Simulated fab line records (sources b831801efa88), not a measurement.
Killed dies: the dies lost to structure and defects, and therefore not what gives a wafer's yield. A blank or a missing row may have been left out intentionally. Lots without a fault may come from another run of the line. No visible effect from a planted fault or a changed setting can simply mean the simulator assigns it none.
One fault seen from 2 desks + flow gf180mcu + every desk sees just its own numbers, and what lay behind them comes last

FROM THE METROLOGY DESK
What the gauges read, lot by lot, whatever tool the lot ran on: means of the sampled wafers that have a number. If a lot's mean is further than 4 standard deviations from the usual mean, the lot is out of limits and carries the mark OUT (the distance appears in the brackets).
Columns: A = NSD_RS at GF_PSD_RS_MEAS_14, usual 46.17 ohm/sq; B = CONTACT_W_RS at GF_CONTACT_RS_MEAS_25, usual 0.383 ohm/sq; C = CONTACT_W_THK at GF_CONTACT_THK_MEAS_26, usual 306 nm; D = cd-nm at GF_M1_CD_MEAS_14, usual 230.2 nm
| lot  | first seen here | A     | B               | C              | D     |
|------|-----------------|-------|-----------------|----------------|-------|
| L246 | day 14 04:51    | 46.22 | 0.381           | 314            | 230.8 |
| L250 | day 15 12:30    | 46.20 | 0.391           | 298            | 231.6 |
| L251 | day 15 20:15    | 46.14 | 0.383           | 307            | 231.4 |
| L252 | day 16 06:57    | 46.10 | 0.387           | 301            | 231.3 |
| L255 | day 17 11:44    | 46.04 | 0.375           | 318            | 230.0 |
| L256 | day 17 18:40    | 46.07 | 0.641 (+61) OUT | 186 (-22) OUT  | 231.4 |
| L257 | day 18 03:59    | 46.14 | 0.462 (+19) OUT | 267 (-7.3) OUT | 230.8 |
| L262 | day 19 19:07    | 46.16 | 0.385           | 303            | 231.8 |
| L266 | day 21 06:43    | 46.28 | 0.387           | 306            | 229.8 |
| L267 | day 21 21:41    | 46.25 | 0.384           | 302            | 230.6 |
| L268 | day 22 08:56    | 46.11 | 0.386           | 299            | 229.3 |
| L269 | day 22 10:08    | 46.24 | 0.380           | 305            | 228.1 |
This desk reports L256, L257 out of limits; the earliest was L256 at day 19 20:20 (CONTACT_W_RS at GF_CONTACT_RS_MEAS_25). L246, L250, L251, L252, L255, L262, L266, L267, L268, L269 stayed within limits.

THE TOOL OWNER'S DESK: cvd-w-01
The tool's own readings at GF_CONTACT_CVD_24 (deposits W, target thk 300 nm, time 90.339 s): means of the sampled wafers that have a number, for each lot that ran on this tool. If a lot's mean is further than 4 standard deviations from the usual mean, the lot is out of limits and carries the mark OUT (the distance appears in the brackets).
Columns: A = heater-power-w at GF_CONTACT_CVD_24, usual 832 W; B = susceptor-temp-C at GF_CONTACT_CVD_24, usual 399.99 C
| lot  | first seen here | A   | B                        |
|------|-----------------|-----|--------------------------|
| L246 | day 16 01:16    | 855 | 399.74                   |
| L255 | day 19 13:27    | 765 | 399.87                   |
| L256 | day 19 20:13    | 704 | 372.79 (-99 or more) OUT |
| L257 | day 20 06:31    | 706 | 390.89 (-41) OUT         |
| L266 | day 23 08:02    | 813 | 400.13                   |
| L267 | day 23 22:25    | 812 | 400.12                   |
| L268 | day 24 09:00    | 851 | 399.75                   |
| L269 | day 24 10:42    | 765 | 399.93                   |
This desk's verdict: out of limits on L256, L257, starting with L256 at day 19 20:13 (susceptor-temp-C at GF_CONTACT_CVD_24). L246, L255, L266, L267, L268, L269 stayed within limits.

PUT TOGETHER
At day 19 20:13, on L256, L257, the tool owner's desk was in a position to raise an alarm.
Metrology desk: alarm possible at day 19 20:20 on L256, L257.
GF_CONTACT_CVD_24 was run on cvd-w-01 by each of the lots named.

WHAT THE SIMULATOR HAD INSERTED
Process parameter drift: cvd-w-01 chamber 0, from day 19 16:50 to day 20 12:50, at GF_CONTACT_CVD_24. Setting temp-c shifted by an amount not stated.
Shown lots that were struck: L256, L257.
Delay (hours) between the fault's onset and each desk's first out-of-limits reading: 3 at the tool owner's desk, 4 at the metrology desk.
